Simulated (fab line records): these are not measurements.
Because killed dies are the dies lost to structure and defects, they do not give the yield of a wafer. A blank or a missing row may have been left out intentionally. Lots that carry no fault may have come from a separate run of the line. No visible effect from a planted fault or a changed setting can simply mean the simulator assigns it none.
fab line records	flow gf180mcu
[record] lots = 5	wafers = 15	lastDay = 34
route steps=602 shown PSD@258 NSD@262 SAB@264 PASSIVATION@602
lots untouched by any fault: they come from a run of this same line in which no faults occurred
startH: hours from the record's first day to the start of the lot's first wafer shown	waitH: hours from the lot's prior step to this one	" identical to the entry in the row above	L1.1+2: one row covering several wafers at once	- no value present, or no start provided	* or withheld: withheld	< > ~ a bound
route shown NAME@n: names a module that has steps shown in the file, with the first one's number in the route	usual: average and standard deviation across the fault-free wafers	same: alike in all rows	chamber/n: place in a boat	sites: the reading at each site	_std_site: their standard deviation	_edge_site: mean of outer sites minus mean of inner sites	radiusMm: how far each site lies from the wafer's centre	mask NAME#n: copy n	behind: the last tool/chamber to shape the wafer	hold: what put the lot on hold/how long, in hours/how the hold closed	device: names the non-switching transistor (n, p or np)	end of line: the route-end tests of the same wafers	where a step has no rows: the recipe by itself	killed: the dies lost at the first sort to structure and to defects; this is not the yield of the wafer	map: the dies of a wafer, with x for killed, . for not killed, _ for no die there
set.NAME: setting as actually run; set.NAME@STEP: the setting as run at that earlier step	model.NAME: the simulator's own value behind a step, which no gauge read
certain route steps with their lots: each step a table, each wafer a row
services: a tool's chamber out of use, with start hour (startH, from the record's first day; less than 0 if before it), hours out, and reason
[[steps]]
[step GF_PSD_STRIP_10]
[recipe] chemistry = O2/N2	powerW = 1400	pressureMtorr = 1500	platenTempC = 250	o2FlowSccm = 3000	n2FlowSccm = 300	overashFraction = 0.5
[usual] drypumpMotorCurrentA = 5.6/0.4	heaterPowerW = 329/56	oesProductAu = 0.592/0.0043	stripTimeToEndpointS = 16.53/0.034
[same] overashFraction = 0.5
lot.wafer	tool	chamber	startH	waitH	drypumpMotorCurrentA	heaterPowerW	oesProductAu	rfHoursCounterH	stripTimeToEndpointS
L701.1	plasmaAsher-01	0	328.70	0.1	4.9	288	0.592	20	16.58
L701.4	"	1	"	"	5.8	413	0.591	-	16.59
L701.5	"	1	"	"	5.8	420	0.588	-	16.51
L708.1	plasmaAsher-04	0	388.75	0.1	5.6	346	0.592	62	16.46
L708.5	"	0	"	"	5.6	345	0.589	-	16.50
L708.6	"	1	"	"	6.1	268	0.592	-	16.46
L711.3	plasmaAsher-04	0	417.93	0.1	5.6	351	0.601	-	16.42
L711.4	"	1	"	"	6.1	272	0.593	-	16.49
L711.5	"	0	"	"	5.6	348	0.596	-	16.45
L719.2	plasmaAsher-01	1	480.09	0.1	5.8	412	0.585	35	16.49
L719.3	"	0	"	"	4.9	296	0.586	-	16.51
L719.5	"	1	"	"	5.7	427	0.589	-	16.48
L724.1	plasmaAsher-03	0	516.94	0.1	5.7	330	0.602	9	16.52
L724.4	"	0	"	"	5.7	332	0.592	-	16.55
L724.5	"	0	"	"	5.7	329	0.587	-	16.54
[step GF_PSD_TW_MEAS_11]
[usual] PSD_TW = 3210/26
lot.wafer	tool	chamber	startH	waitH	PSD_TW
L701.1	filmMetro-04	-	328.80	0.1	3187
L701.4	"	-	"	"	3203
L701.5	"	-	"	"	3178
L708.1	filmMetro-03	-	388.85	0.1	3226
L708.5	"	-	"	"	3211
L708.6	"	-	"	"	3214
L711.3	filmMetro-04	-	418.02	0.1	3176
L711.4	"	-	"	"	3162
L711.5	"	-	"	"	3176
L719.2	filmMetro-03	-	480.20	0.1	3205
L719.3	"	-	"	"	3187
L719.5	"	-	"	"	3205
L724.1	filmMetro-04	-	517.04	0.1	3207
L724.4	"	-	"	"	3203
L724.5	"	-	"	"	3207
[step GF_PSD_CLEAN_12]
[recipe] chemistry = SC1/SC2	mix = 1:4:20	tempC = 70	timeS = 150	dry = n2Spin
[step GF_PSD_RTA_13]
[recipe] tempC = 1025	timeS = 20	ambient = N2
[usual] lampPowerPct = 34.4/1.7	wafer_temp_C_max = 1028.3/0.88
lot.wafer	tool	chamber	startH	waitH	lampPowerPct	wafer_temp_C_max
L701.1	rtpAnneal-01	0	328.91	0.0	35.9	1028.2
L701.4	"	0	"	"	35.9	1028.6
L701.5	"	0	"	"	36.0	1028.6
L708.1	rtpAnneal-02	0	388.97	0.0	32.4	1027.8
L708.5	"	0	"	"	32.4	1027.3
L708.6	"	0	"	"	32.4	1027.0
L711.3	rtpAnneal-02	0	418.13	0.0	32.4	1027.0
L711.4	"	0	"	"	32.4	1027.9
L711.5	"	0	"	"	32.3	1027.0
L719.2	rtpAnneal-01	0	480.33	0.0	35.9	1028.1
L719.3	"	0	"	"	35.9	1029.1
L719.5	"	0	"	"	35.9	1029.2
L724.1	rtpAnneal-01	0	517.15	0.0	35.9	1028.6
L724.4	"	0	"	"	35.9	1029.3
L724.5	"	0	"	"	35.8	1027.9
[step GF_PSD_RS_MEAS_14]
[recipe] thkMeasGauge = four-point-probe
[usual] NSD_RS = 46.11/0.12
lot.wafer	tool	chamber	startH	waitH	NSD_RS[ohm/sq]
L701.1	filmMetro-02	-	329.00	0.1	46.20
L701.4	"	-	"	"	46.09
L701.5	"	-	"	"	46.16
L708.1	filmMetro-04	-	389.05	0.1	46.19
L708.5	"	-	"	"	46.23
L708.6	"	-	"	"	46.21
L711.3	filmMetro-02	-	418.23	0.1	46.30
L711.4	"	-	"	"	46.22
L711.5	"	-	"	"	46.32
L719.2	filmMetro-03	-	480.42	0.1	45.90
L719.3	"	-	"	"	45.85
L719.5	"	-	"	"	46.01
L724.1	filmMetro-04	-	517.24	0.1	46.07
L724.4	"	-	"	"	46.01
L724.5	"	-	"	"	46.06
[step GF_PSD_RS_MEAS_15]
[recipe] thkMeasGauge = four-point-probe
[usual] PSD_RS = 108.4/0.36
lot.wafer	tool	chamber	startH	waitH	PSD_RS[ohm/sq]
L701.1	filmMetro-02	-	329.12	0.1	108.7
L701.4	"	-	"	"	108.8
L701.5	"	-	"	"	108.9
L708.1	filmMetro-04	-	389.17	0.1	108.5
L708.5	"	-	"	"	108.6
L708.6	"	-	"	"	109.2
L711.3	filmMetro-02	-	418.35	0.1	108.7
L711.4	"	-	"	"	108.6
L711.5	"	-	"	"	108.7
L719.2	filmMetro-03	-	480.54	0.1	108.2
L719.3	"	-	"	"	107.9
L719.5	"	-	"	"	108.1
L724.1	filmMetro-04	-	517.36	0.1	108.5
L724.4	"	-	"	"	108.5
L724.5	"	-	"	"	108.6
[step GF_SAB_CVD_00]
[recipe] material = SiO2	targetThkNm = 50	precursor = TEOS	tempC = 400	timeS = 4.9302	rfW = 600
[usual] heaterPowerW = 698/58
lot.wafer	tool	chamber	startH	waitH	heaterPowerW
L701.1	pecvd-03	0	329.24	0.1	747
L701.4	"	0	"	"	749
L701.5	"	1	"	"	718
L708.1	pecvd-04	1	389.29	0.1	654
L708.5	"	2	"	"	657
L708.6	"	0	"	"	701
L711.3	pecvd-03	1	418.43	0.1	653
L711.4	"	0	"	"	776
L711.5	"	2	"	"	733
L719.2	pecvd-02	1	480.64	0.1	764
L719.3	"	0	"	"	708
L719.5	"	1	"	"	780
L724.1	pecvd-02	1	517.48	0.1	708
L724.4	"	1	"	"	707
L724.5	"	0	"	"	731
[step GF_SAB_THK_MEAS_01]
[recipe] reads = SiO2_of_SAB_CVD_00
[usual] SAB_CVD_00_THK = 50.0/0.62
lot.wafer	tool	chamber	startH	waitH	SAB_CVD_00_THK[nm]
L701.1	filmMetro-03	-	329.26	0.0	50.5
L701.4	"	-	"	"	50.4
L701.5	"	-	"	"	50.4
L708.1	filmMetro-01	-	389.31	0.0	49.6
L708.5	"	-	"	"	50.6
L708.6	"	-	"	"	50.2
L711.3	filmMetro-04	-	418.47	0.0	50.0
L711.4	"	-	"	"	50.8
L711.5	"	-	"	"	50.9
L719.2	filmMetro-04	-	480.67	0.0	49.8
L719.3	"	-	"	"	49.4
L719.5	"	-	"	"	50.1
L724.1	filmMetro-01	-	517.50	0.0	49.6
L724.4	"	-	"	"	50.9
L724.5	"	-	"	"	51.2
[step GF_SAB_DEHYDRATE_02]
[recipe] tempC = 200	timeS = 60
[step GF_SAB_HMDS_03]
[recipe] primeTimeS = 60	primeTempC = 120
[step GF_SAB_COAT_04]
[recipe] resist = NOVOLAK	spinRpm = 3000	resistThkNm = 1000
[step GF_SAB_SOFTBAKE_05]
[recipe] tempC = 90	timeS = 60	resist = NOVOLAK
[step GF_SAB_EXPOSE_06]
[recipe] maskId = SAB	targetCdNm = 420	na = 0.6	sourceShape = conventional	sigmaOuter = 0.6	doseMj = 140
[usual] focusOffsetNm = -0.2/0.55
lot.wafer	tool	chamber	startH	waitH	mask	focusOffsetNm
L701.1	ilineStepper-01	0	340.16	-	SAB#0	0.0
L701.4	"	0	"	"	SAB#0	-0.5
L701.5	"	0	"	"	SAB#0	-0.3
L708.1	ilineStepper-02	0	401.19	-	SAB#0	0.1
L708.5	"	0	"	"	SAB#0	0.0
L708.6	"	0	"	"	SAB#0	0.6
L711.3	ilineStepper-02	0	430.40	-	SAB#0	-0.9
L711.4	"	0	"	"	SAB#0	-0.9
L711.5	"	0	"	"	SAB#0	-1.1
L719.2	ilineStepper-01	0	492.08	-	SAB#0	0.2
L719.3	"	0	"	"	SAB#0	0.4
L719.5	"	0	"	"	SAB#0	0.0
L724.1	ilineStepper-02	0	529.31	-	SAB#0	-0.5
L724.4	"	0	"	"	SAB#0	-0.5
L724.5	"	0	"	"	SAB#0	-0.4
[step GF_SAB_PEB_07]
[recipe] tempC = withheld	timeS = *	resist = NOVOLAK
[step GF_SAB_DEVELOP_08]
[recipe] developTimeS = 60	devTempC = 23
[step GF_SAB_CD_MEAS_09]
[recipe] targetCdNm = 420
[usual] cdNm = 420.8/2.1
lot.wafer	tool	chamber	startH	waitH	cdNm
L701.1	cdSem-02	-	351.58	0.1	414.8
L701.4	"	-	"	"	417.5
L701.5	"	-	"	"	417.9
L708.1	cdSem-01	-	412.19	0.1	420.9
L708.5	"	-	"	"	419.6
L708.6	"	-	"	"	423.5
L711.3	cdSem-01	-	442.33	0.1	418.1
L711.4	"	-	"	"	419.4
L711.5	"	-	"	"	386.0
L719.2	cdSem-02	-	504.55	0.1	421.2
L719.3	"	-	"	"	420.4
L719.5	"	-	"	"	419.7
L724.1	cdSem-01	-	540.29	0.1	420.8
L724.4	"	-	"	"	421.2
L724.5	"	-	"	"	421.0
[step GF_SAB_OVL_MEAS_10]
[usual] SAB_OVL = 0.0/2.1
lot.wafer	tool	chamber	startH	waitH	SAB_OVL[nm]
L701.1	overlay-02	-	351.70	0.1	-1.1
L701.4	"	-	"	"	-1.0
L701.5	"	-	"	"	-2.3
L708.1	overlay-01	-	412.31	0.1	3.1
L708.5	"	-	"	"	2.9
L708.6	"	-	"	"	3.0
L711.3	overlay-01	-	442.42	0.1	1.5
L711.4	"	-	"	"	-0.1
L711.5	"	-	"	"	-1.1
L719.2	overlay-01	-	504.65	0.1	-0.9
L719.3	"	-	"	"	1.3
L719.5	"	-	"	"	0.2
L724.1	overlay-01	-	540.41	0.1	1.1
L724.4	"	-	"	"	-0.9
L724.5	"	-	"	"	0.8
[step GF_SAB_ETCH_11]
[recipe] chemistry = C4F8/O2/Ar	maskMaterial = NOVOLAK	target = SiO2	targetDepthNm = 55	sourceW = 1500	biasW = 1200	pressureMtorr = 40	c4f8FlowSccm = withheld	O2_flow_sccm = 6	Ar_flow_sccm = 300	timeS = 8.5
[usual] oesProductAu = 1.002/0.0073
lot.wafer	tool	chamber	startH	waitH	oesProductAu	rfHoursCounterH	model.SAB.cdNm
L701.1	rieDiel-04	2	351.74	0.0	1.004	4	415.3
L701.4	"	0	"	"	1.002	1	417.6
L701.5	"	1	"	"	0.999	-	418
L708.1	rieDiel-01	2	412.34	0.0	1.009	82	421.2
L708.5	"	0	"	"	1.008	-	419.7
L708.6	"	3	"	"	1.014	-	423.2
L711.3	rieDiel-02	2	442.44	0.0	1.004	1	418
L711.4	"	0	"	"	1.012	1	419.4
L711.5	"	2	"	"	1.009	-	386.2
L719.2	rieDiel-01	3	504.68	0.0	1.002	23	421
L719.3	"	2	"	"	1.014	84	420.1
L719.5	"	0	"	"	1.006	-	419.4
L724.1	rieDiel-04	1	540.44	0.0	1.005	23	421
L724.4	"	3	"	"	1.014	72	420.9
L724.5	"	1	"	"	0.998	-	420.9
[step GF_SAB_WET_ETCH_12]
[recipe] chemistry = dHF	targetDepthNm = 22	dry = n2Spin	target = SiO2	tempC = 25	dilution = 100:1	timeS = 440
[step GF_PASSIVATION_PROBE_99]
lot.wafer	tool	chamber	startH	waitH	model.etest.ppolyU.lengthNm
L701.1	prober-02	-	686.97	0.1	991.8
L701.4	prober-02	-	687.12	0.2	998.4
L701.5	prober-02	-	687.17	0.2	1004
L708.1+6	prober-01	-	737.46	0.1	1002
L708.5	prober-01	-	737.66	0.2	1003
L711.3	prober-02	-	759.02	0.2	995.7
L711.4	prober-02	-	759.07	0.2	1002
L711.5	prober-02	-	759.12	0.2	968.1
L719.2	prober-02	-	800.02	0.1	1006
L719.3	prober-02	-	800.07	0.2	999.8
L719.5	prober-02	-	800.17	0.2	997.6
L724.1	prober-01	-	825.82	0.1	1000
L724.4	prober-01	-	825.97	0.2	1002
L724.5	prober-01	-	826.02	0.2	1004
// killed by level:class
L701.1 V3:geometricParticle:open=6 CONTACT:geometricParticle:short=5 V2:geometricParticle:open=5 CONTACT:geometricParticle:open=4 V1:geometricParticle:short=4 V4:geometricParticle:open=4 STI:geometricParticle:open=3 POLY_GATE:geometricParticle:open=3
L701.4 V5:geometricParticle:open=9 V1:geometricParticle:open=5 V2:geometricParticle:open=5 CONTACT:geometricParticle:open=3 V4:geometricParticle:open=3 V3:geometricParticle:open=3 V4:geometricParticle:short=3 STI:geometricParticle:open=2
L701.5 V4:geometricParticle:open=6 CONTACT:geometricParticle:short=5 V3:geometricParticle:open=5 V5:geometricParticle:open=5 STI:geometricParticle:short=4 CONTACT:geometricParticle:open=3 V2:geometricParticle:open=3 M5:geometricParticle:short=3
L708.1 V1:geometricParticle:open=5 V3:geometricParticle:open=4 V3:geometricParticle:short=3 V2:geometricParticle:short=3 STI:geometricParticle:open=2 POLY_GATE:geometricParticle:short=2 CONTACT:geometricParticle:open=2 V2:geometricParticle:open=2
L708.5 V3:geometricParticle:open=11 V5:geometricParticle:short=5 STI:geometricParticle:open=3 M1:geometricParticle:short=3 STI:geometricParticle:short=2 V4:geometricParticle:short=2 CONTACT:geometricParticle:open=2 V2:geometricParticle:open=2
L708.6 V3:geometricParticle:open=6 V2:geometricParticle:open=5 V5:geometricParticle:open=5 STI:geometricParticle:short=4 STI:geometricParticle:open=3 M1:geometricParticle:short=3 V5:geometricParticle:short=3 CONTACT:geometricParticle:short=2
L719.2 V1:geometricParticle:open=6 V4:geometricParticle:open=4 V5:geometricParticle:open=4 STI:geometricParticle:open=3 POLY_GATE:geometricParticle:short=3 CONTACT:geometricParticle:open=3 M1:geometricParticle:short=3 V5:geometricParticle:short=3
L719.3 CONTACT:geometricParticle:open=6 V5:geometricParticle:open=6 CONTACT:geometricParticle:short=5 SAB:geometricParticle:open=3 V2:geometricParticle:open=3 V3:geometricParticle:short=3 V4:geometricParticle:short=3 M4:geometricParticle:short=2
L719.5 V1:geometricParticle:open=6 V5:geometricParticle:open=6 V2:geometricParticle:open=4 CONTACT:geometricParticle:open=3 M4:geometricParticle:short=3 STI:geometricParticle:open=2 SAB:geometricParticle:open=2 M1:geometricParticle:short=2
L724.1 V2:geometricParticle:open=5 CONTACT:geometricParticle:open=4 STI:geometricParticle:open=3 CONTACT:geometricParticle:short=3 V3:geometricParticle:short=3 V3:geometricParticle:open=3 V5:geometricParticle:open=3 V1:geometricParticle:open=2
L724.4 V3:geometricParticle:open=8 V5:geometricParticle:open=4 V5:geometricParticle:short=4 CONTACT:geometricParticle:short=3 CONTACT:geometricParticle:open=3 M1:geometricParticle:short=3 V1:geometricParticle:open=3 V3:geometricParticle:short=3
L724.5 M1:geometricParticle:short=4 V3:geometricParticle:open=4 STI:geometricParticle:open=3 POLY_GATE:geometricParticle:short=3 CONTACT:geometricParticle:open=3 V1:geometricParticle:open=3 V2:geometricParticle:open=2 M5:geometricParticle:short=2
[[services]]
tool	chamber	startH	hours	kind
ilineStepper-01	-	306.07	2.1	pm
rieDiel-02	1	311.24	9.8	repair
ilineStepper-01	-	316.08	0.8	pm
rieDiel-02	2	326.33	11.1	repair
pecvd-04	2	330.82	8.6	repair
plasmaAsher-01	-	354.38	2.8	pm
plasmaAsher-03	-	354.69	1.9	repair
pecvd-04	-	356.07	6.0	pm
pecvd-02	-	368.88	14.0	pm
plasmaAsher-01	-	369.13	6.1	repair
plasmaAsher-01	-	374.88	0.7	repair
ilineStepper-02	-	395.89	1.7	pm
rieDiel-01	0	407.35	4.6	repair
rieDiel-04	-	407.57	1.1	repair
ilineStepper-01	-	409.84	1.7	pm
plasmaAsher-04	-	411.49	2.0	repair
plasmaAsher-03	-	421.25	9.0	pm
plasmaAsher-01	-	430.14	5.6	repair
plasmaAsher-01	-	468.72	3.4	repair
ilineStepper-01	-	484.13	4.2	repair
rtpAnneal-01	-	519.94	7.9	pm
rieDiel-04	-	525.67	4.3	pm
rieDiel-01	2	529.49	6.1	repair
ilineStepper-01	-	533.48	3.6	repair
[[key]]
[firstSign] step = GF_SAB_CD_MEAS_09	reading = cdNm	direction = down	sigmas = 16	usual = 420.8	struck = 386.0
effect none on later readings
[modelEffect] step = GF_SAB_ETCH_11	value = SAB.cdNm	without = 417.1	struck = 386.2
[modelEffect] step = GF_PASSIVATION_PROBE_99	value = etest.ppolyU.lengthNm	without = 999	struck = 968.1
metAt GF_SAB_EXPOSE_06
struckWafers L711.5
sortLeftOut L711.5
testerLeftOut L711
onsetBetween 401.19 430.40
[fault] kind = processParameterDrift	tool = ilineStepper-02	chamber = -	onsetH = 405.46	steps = GF_SAB_EXPOSE_06	channel = focusNm	offset = 495.05	shape = step	endH = 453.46	scope = struckWafersOnly
// testerLeftOut: of these lots the tester's yield and bins aren't shown, on N5 and GAA mostly nor the transistor test; their killed dies are dies lost to structure and defects alone, not to doping, threshold or leakage, so they don't give the yield
// sortLeftOut: the simulated sort isn't trusted on such a fault, so these wafers' sort isn't shown, and their yield isn't known
